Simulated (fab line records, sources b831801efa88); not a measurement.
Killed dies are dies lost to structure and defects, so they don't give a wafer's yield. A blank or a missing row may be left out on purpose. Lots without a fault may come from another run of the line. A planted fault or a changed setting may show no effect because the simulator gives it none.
Which tool did it? | flow gf180mcu | 6 lots, 18 wafers sampled, at 1 step of a route of 602

WHAT THE GAUGES READ, wafer by wafer
GF_STI_THK_MEAS_22.
lot  | measured    | on            | STI_OXIDATION_01_THK (nm)
L226 | day 2 10:31 | film_metro-03 | 15.34 15.14 15.06
L229 | day 3 04:08 | film_metro-04 | 15.09 15.27 15.26
L233 | day 3 20:26 | film_metro-02 | 15.30 15.33 15.24
L235 | day 4 07:34 | film_metro-03 | 15.13 15.17 15.21
L244 | day 6 05:08 | film_metro-04 | 15.31 15.23 15.29
L248 | day 7 01:22 | film_metro-03 | 15.27 15.40 15.19

WHICH TOOL RAN EACH LOT (tool, then ch and the chambers of the sampled wafers, then the start)
The record holds no process step before these readings.

THE ANSWER, worked out from the rows above alone
Rule: what is usual is taken from the lots themselves. Put in order of their means at a reading, lots are off if they are a third of the lots or fewer, leave a main group of 4 or more, and stand apart from it by a gap of 3 or more times the standard deviation of the main group's means; of several such gaps the widest counts. A main group whose means are all the same, to the digits that the tables above print for the reading, isn't used. A lot without any number at a reading at which 4 lots or more have one is off too. The other lots that the step has rows for count as sound.
No lot is off at any reading shown: from this, nothing can be told.

WHAT THE SIMULATOR HAD PUT IN
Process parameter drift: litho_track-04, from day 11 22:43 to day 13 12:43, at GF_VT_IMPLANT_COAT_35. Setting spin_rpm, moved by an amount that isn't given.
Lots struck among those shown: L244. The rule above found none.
